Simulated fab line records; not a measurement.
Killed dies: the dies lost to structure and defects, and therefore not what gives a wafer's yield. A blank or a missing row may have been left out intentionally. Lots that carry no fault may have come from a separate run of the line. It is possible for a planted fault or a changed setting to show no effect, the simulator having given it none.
Which tool did it? + flow gf180mcu + 11 lots (33 wafers sampled), 1 step of a 602-step route

## WHAT THE GAUGES READ, wafer by wafer
GF_V3_RS_MEAS_24: uses a four-point probe to measure.
| lot  | measured     | on            | V3_W_RS (ohm/sq)  |
|------|--------------|---------------|-------------------|
| L275 | day 22 08:17 | film_metro-01 | 0.326 0.327 0.327 |
| L276 | day 22 19:20 | film_metro-01 | 0.329 0.328 0.325 |
| L277 | day 22 22:34 | film_metro-01 | 0.325 0.329 0.328 |
| L278 | day 23 02:37 | film_metro-02 | 0.326 0.330 0.331 |
| L279 | day 24 02:45 | film_metro-02 | 0.328 0.330 0.331 |
| L280 | day 24 02:46 | film_metro-01 | 0.327 0.322 0.325 |
| L284 | day 25 14:34 | film_metro-02 | 0.333 0.329 0.325 |
| L288 | day 26 21:01 | film_metro-01 | 0.335 0.331 0.330 |
| L290 | day 27 15:32 | film_metro-02 | 0.324 0.324 0.328 |
| L291 | day 27 23:34 | film_metro-04 | 0.328 0.326 0.327 |
| L295 | day 28 22:50 | film_metro-01 | 0.331 0.329 0.328 |

## TOOL THAT RAN EACH LOT (tool first, then ch and the chambers of the sampled wafers, then the start)
No process step before these readings appears in the record.

## THE ANSWER, worked out from the rows above alone
Rule: what is usual is taken from the lots themselves. The widest of any qualifying gaps counts: lots, ordered by their means at a reading, are off when they make up no more than a third of the lots, leave a main group of 4 or more, and stand apart from it by 3 or more times the standard deviation of that group's means. If all means in a main group match to the digits the tables above print for the reading, that group is not used. Also off: a lot with no number at a reading for which 4 or more lots have one. The other lots that the step has rows for count as sound.
None of the lots is off at any reading shown; this tells nothing.

## WHAT THE SIMULATOR HAD INSERTED
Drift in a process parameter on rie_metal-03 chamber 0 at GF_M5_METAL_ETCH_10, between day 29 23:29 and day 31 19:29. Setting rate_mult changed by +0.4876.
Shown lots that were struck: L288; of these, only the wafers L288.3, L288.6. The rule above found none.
